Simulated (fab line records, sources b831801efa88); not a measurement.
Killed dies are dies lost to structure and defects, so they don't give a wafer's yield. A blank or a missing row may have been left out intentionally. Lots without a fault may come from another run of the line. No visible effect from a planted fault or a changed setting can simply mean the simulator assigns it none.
Matching of chambers -- flow sky130 -- 4 sister chambers for SKY_VIA1_ETCH_14 on rie-diel-03
The step etches BARC in N2/H2, stops on SiO2, time 45.9 s, target depth 60 nm. 8 wafers are shown with their chamber, then 10 later ones without.

## WAFERS PAIRED WITH THEIR CHAMBERS
wafer,chamber,drypump-motor-current-A (A),oes-product-au (a.u.)
L076.6,1,6.3,0.855
L086.2,3,6.2,0.858
L086.5,3,6.1,0.857
L090.2,2,5.5,0.854
L090.3,0,6.6,0.850
L090.5,1,6.2,0.855
L091.1,2,5.5,0.856
L091.3,0,6.6,0.855

## WAFERS WITH NO CHAMBER GIVEN
wafer,drypump-motor-current-A (A),oes-product-au (a.u.)
L091.6,6.3,0.864
L092.2,6.7,0.856
L092.3,6.1,0.850
L092.4,6.3,0.852
L094.2,6.3,0.853
L094.3,6.1,0.849
L094.5,5.5,0.864
L096.1,6.3,0.855
L096.3,6.1,0.854
L096.4,6.6,0.851

## WHICH CHAMBER EACH ONE RAN IN
wafer,from the rows above,in truth
L091.6,can't be placed: 3 or 1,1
L092.2,0,0
L092.3,can't be placed: 1 or 3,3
L092.4,1,1
L094.2,1,1
L094.3,can't be placed: 1 or 3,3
L094.5,2,2
L096.1,1,1
L096.3,can't be placed: 3 or 1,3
L096.4,0,0
Correct placement for 6 of the 10. Cannot be placed on the basis of these rows: 4; the candidates contain the true chamber in 4. Number placed wrongly: 0.
How it was worked out, from the rows above alone: a wafer's distance from a chamber is the root of the sum, over the readings, of the square of ((its reading less the chamber's mean) divided by the reading's scatter). If the next closest chamber is less than 2 further off than the closest, the wafer can't be placed; otherwise it belongs to the closest. For every chamber, the mean is computed from those of its wafers that are shown. The scatter is the square root of a quotient: the sum, over the shown wafers, of each reading's squared deviation from its chamber's mean, divided by wafers minus chambers.
